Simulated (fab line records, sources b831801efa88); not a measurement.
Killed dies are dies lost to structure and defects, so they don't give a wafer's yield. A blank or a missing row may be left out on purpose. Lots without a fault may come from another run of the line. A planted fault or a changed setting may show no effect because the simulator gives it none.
Which tool did it? | flow gf180mcu | 12 lots, 36 wafers sampled, at 6 steps of a route of 602

WHAT THE GAUGES READ, wafer by wafer
GF_CONTACT_CD_MEAS_14: target cd 220 nm.
lot  | measured     | on        | cd_nm (nm)
L511 | day 16 04:51 | cd_sem-02 | 220.4 220.0 220.3
L512 | day 16 15:22 | cd_sem-01 | 221.4 221.7 220.9
L513 | day 16 19:39 | cd_sem-02 | 220.2 221.0 220.5
L515 | day 17 14:13 | cd_sem-02 | 217.5 217.1 218.2
L517 | day 18 06:08 | cd_sem-01 | 220.7 221.3 220.5
L518 | day 18 21:00 | cd_sem-01 | 219.3 219.4 220.2
L519 | day 18 22:57 | cd_sem-02 | 219.2 220.0 219.7
L528 | day 23 03:48 | cd_sem-02 | 220.6 221.2 221.5
L529 | day 23 03:57 | cd_sem-01 | 219.8 219.6 220.1
L532 | day 23 21:59 | cd_sem-01 | 222.9 222.8 222.3
L534 | day 24 08:28 | cd_sem-02 | 222.4 222.5 222.1
L533 | day 24 10:01 | cd_sem-02 | 220.6 220.1 219.7

GF_V1_THK_MEAS_01.
lot  | measured     | on            | V1_CVD_00_THK (nm)
L511 | day 17 05:19 | film_metro-03 | 593 602 591
L512 | day 17 16:25 | film_metro-01 | 615 606 611
L513 | day 17 21:31 | film_metro-04 | 595 594 596
L515 | day 18 16:40 | film_metro-04 | 589 595 588
L517 | day 19 09:05 | film_metro-01 | 1170 1176 1183
L518 | day 19 23:41 | film_metro-03 | 602 596 604
L519 | day 20 01:50 | film_metro-04 | 1213 1212 1208
L528 | day 24 04:58 | film_metro-01 | 1185 1196 1197
L529 | day 24 04:49 | film_metro-04 | 613 604 601
L532 | day 24 22:46 | film_metro-04 | 607 612 597
L534 | day 25 08:26 | film_metro-04 | 596 607 598
L533 | day 25 10:08 | film_metro-03 | 605 592 591

GF_V1_BOW_MEAS_05.
lot  | measured     | on            | V1_BOW (um)
L511 | day 17 05:51 | film_metro-03 | 78 81 73
L512 | day 17 16:55 | film_metro-03 | 90 89 80
L513 | day 17 22:02 | film_metro-03 | 76 65 87
L515 | day 18 17:10 | film_metro-03 | 78 78 78
L517 | day 19 09:41 | film_metro-03 | 107 99 117
L518 | day 20 00:12 | film_metro-03 | 98 97 77
L519 | day 20 02:55 | film_metro-01 | 113 127 103
L528 | day 24 05:28 | film_metro-01 | 100 107 118
L529 | day 24 05:20 | film_metro-04 | 99 93 93
L532 | day 24 23:16 | film_metro-01 | 80 80 78
L534 | day 25 08:56 | film_metro-04 | 87 88 92
L533 | day 25 10:38 | film_metro-04 | 79 85 88

WHICH TOOL RAN EACH LOT (tool, then ch and the chambers of the sampled wafers, then the start)
lot  | GF_CONTACT_CVD_24             | GF_M1_SPUTTER_00             | GF_V1_CVD_00
L511 | cvd_w-02 ch 0,1, day 16 05:35 | pvd_sputter-02, day 16 06:10 | hdpcvd-02 ch 0,2, day 17 05:15
L512 | cvd_w-02 ch 0,1, day 16 16:04 | pvd_sputter-02, day 16 16:39 | hdpcvd-01 ch 0,2, day 17 16:19
L513 | cvd_w-01 ch 0,1, day 16 20:22 | pvd_sputter-01, day 16 20:54 | hdpcvd-02 ch 0,1,2, day 17 21:25
L515 | cvd_w-02 ch 0,1, day 17 14:56 | pvd_sputter-02, day 17 15:31 | hdpcvd-02 ch 0,1,2, day 18 16:35
L517 | cvd_w-02 ch 0,1, day 18 06:52 | pvd_sputter-02, day 18 07:26 | hdpcvd-02 ch 0,1,2, day 19 08:46
L518 | cvd_w-02 ch 1, day 18 21:43   | pvd_sputter-01, day 18 22:18 | hdpcvd-01 ch 0,1, day 19 23:37
L519 | cvd_w-02 ch 0,1, day 18 23:40 | pvd_sputter-02, day 19 00:15 | hdpcvd-01 ch 0,2, day 20 01:31
L528 | cvd_w-02 ch 0,1, day 23 04:31 | pvd_sputter-03, day 23 05:08 | hdpcvd-02 ch 0,1,2, day 24 04:40
L529 | cvd_w-01 ch 0,1, day 23 04:40 | pvd_sputter-01, day 23 05:26 | hdpcvd-01 ch 0,1,2, day 24 04:45
L532 | cvd_w-01 ch 0,1, day 23 22:42 | pvd_sputter-02, day 23 23:17 | hdpcvd-01 ch 0,1,2, day 24 22:42
L534 | cvd_w-02 ch 1, day 24 09:10   | pvd_sputter-02, day 24 09:45 | hdpcvd-01 ch 0,2, day 25 08:22
L533 | cvd_w-01 ch 0,1, day 24 10:43 | pvd_sputter-03, day 24 11:18 | hdpcvd-02 ch 0,1,2, day 25 10:04
- GF_CONTACT_CVD_24: deposits W, target thk 300 nm, time 90.339 s.
- GF_M1_SPUTTER_00: material Ti, target thk 37.5 nm, time 150 s.
- GF_V1_CVD_00: deposits SiO2, target thk 600 nm, time 100 s.

WHAT THE TOOLS THEMSELVES READ (means of the sampled wafers that have a number; where no wafer has one, the mark that the record gives instead)
GF_CONTACT_CVD_24.
lot  | tool     | heater_power_outer_w (W) | heater_power_w (W)
L511 | cvd_w-02 | 473                      | 782
L512 | cvd_w-02 | 470                      | 796
L513 | cvd_w-01 | 533                      | 910
L515 | cvd_w-02 | 480                      | 785
L517 | cvd_w-02 | 474                      | 791
L518 | cvd_w-02 | 490                      | 770
L519 | cvd_w-02 | 476                      | 807
L528 | cvd_w-02 | 476                      | 815
L529 | cvd_w-01 | 478                      | 824
L532 | cvd_w-01 | 485                      | 832
L534 | cvd_w-02 | 492                      | 782
L533 | cvd_w-01 | 495                      | 857

GF_M1_SPUTTER_00.
lot  | tool           | throttle_valve_pct (%)
L511 | pvd_sputter-02 | 30.3
L512 | pvd_sputter-02 | 30.7
L513 | pvd_sputter-01 | 30.2
L515 | pvd_sputter-02 | 29.8
L517 | pvd_sputter-02 | 30.2
L518 | pvd_sputter-01 | 30.4
L519 | pvd_sputter-02 | 30.5
L528 | pvd_sputter-03 | 29.7
L529 | pvd_sputter-01 | 30.6
L532 | pvd_sputter-02 | 30.3
L534 | pvd_sputter-02 | 29.8
L533 | pvd_sputter-03 | 28.5

GF_V1_CVD_00.
lot  | tool      | pressure_mtorr (mTorr)
L511 | hdpcvd-02 | 6.004
L512 | hdpcvd-01 | 6.008
L513 | hdpcvd-02 | 5.999
L515 | hdpcvd-02 | 6.011
L517 | hdpcvd-02 | 6.000
L518 | hdpcvd-01 | 6.012
L519 | hdpcvd-01 | 5.997
L528 | hdpcvd-02 | 5.997
L529 | hdpcvd-01 | 5.997
L532 | hdpcvd-01 | 5.999
L534 | hdpcvd-01 | 5.993
L533 | hdpcvd-02 | 5.999

THE ANSWER, worked out from the rows above alone
Rule: what is usual is taken from the lots themselves. Put in order of their means at a reading, lots are off if they are a third of the lots or fewer, leave a main group of 4 or more, and stand apart from it by a gap of 3 or more times the standard deviation of the main group's means; of several such gaps the widest counts. A main group whose means are all the same, to the digits that the tables above print for the reading, isn't used. A lot without any number at a reading at which 4 lots or more have one is off too. The other lots that the step has rows for count as sound. The gauges are gone through in route order, then the tools' own readings, and for those a lot's mean is taken as printed above. The first step at which some lot is off is used, and at that step the reading that is off furthest; a lot without a number counts as furthest.
Off: L517, L519, L528, at GF_V1_THK_MEAS_01 (V1_CVD_00_THK). The main group: mean 600 nm, standard deviation 6.
A tool fits if, at a process step before that reading, it ran every lot that is off, and no sound lot after the first of them. The gauges at GF_V1_THK_MEAS_01 are tried like those tools. None of those tried fits.

WHAT THE SIMULATOR HAD PUT IN
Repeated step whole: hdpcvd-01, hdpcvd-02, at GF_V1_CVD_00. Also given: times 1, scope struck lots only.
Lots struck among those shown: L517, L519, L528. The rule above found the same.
